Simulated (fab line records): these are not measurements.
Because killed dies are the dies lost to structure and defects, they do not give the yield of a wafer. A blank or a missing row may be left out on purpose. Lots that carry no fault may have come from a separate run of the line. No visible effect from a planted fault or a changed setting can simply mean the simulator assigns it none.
Matching of chambers	flow sky130	SKY_PASSIVATION_CVD_02 on pecvd-04: 3 sister chambers
The step deposits Si3N4, target thk 540 nm. 20 wafers are shown with their chamber, then 10 later ones without.

WAFERS WITH THEIR CHAMBER
wafer	chamber	heater_power_outer_w (W)	heater_power_w (W)
L077.4	0	566	866
L077.5	1	429	779
L077.6	2	529	824
L081.1	0	572	882
L081.5	2	520	781
L081.6	0	465	722
L083.2	0	544	835
L083.4	2	446	712
L083.6	1	494	851
L084.1	1	489	873
L084.4	0	554	859
L084.6	1	383	724
L086.2	0	585	863
L086.3	2	581	895
L086.5	1	509	872
L088.4	1	463	835
L088.5	0	532	809
L088.6	2	552	825
L089.2	1	496	834
L089.3	2	523	766

SIGNATURES, as means of the wafers listed above
reading	chamber 0	chamber 1	chamber 2	scatter within a chamber
heater_power_outer_w	545.43	466.14	525.17	43.3
heater_power_w	833.71	824.00	800.50	56.9
Rule: for each reading, subtract the chamber's mean from the wafer's reading, divide by that reading's scatter and square the result; add these up over the readings and take the root, which gives the wafer's distance from the chamber. If the next closest chamber is less than 2 further off than the closest, the wafer can't be placed; otherwise it belongs to the closest. The scatter: take each reading less its chamber's mean, square it, sum over the shown wafers, divide by the number of wafers less the number of chambers, and take the root.

WAFERS WHOSE CHAMBER IS MISSING
wafer	heater_power_outer_w (W)	heater_power_w (W)
L089.5	543	807
L090.1	494	745
L090.2	471	821
L090.5	481	875
L091.3	454	712
L091.5	386	710
L091.6	500	759
L094.1	466	815
L094.3	485	843
L094.5	463	727

WHICH CHAMBER EACH ONE RAN IN
wafer	from the rows above	in truth
L089.5	can't be placed: 2 or 0 or 1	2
L090.1	can't be placed: 2 or 1 or 0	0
L090.2	can't be placed: 1 or 2 or 0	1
L090.5	can't be placed: 1 or 0 or 2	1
L091.3	can't be placed: 1 or 2 or 0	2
L091.5	can't be placed: 1 or 2 or 0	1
L091.6	can't be placed: 2 or 1 or 0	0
L094.1	can't be placed: 1 or 2 or 0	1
L094.3	can't be placed: 1 or 2 or 0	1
L094.5	can't be placed: 1 or 2 or 0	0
0 of 10 placed correctly. Can't be placed from these rows: 10 (the true chamber is among the candidates in 10). Wrongly placed: 0.
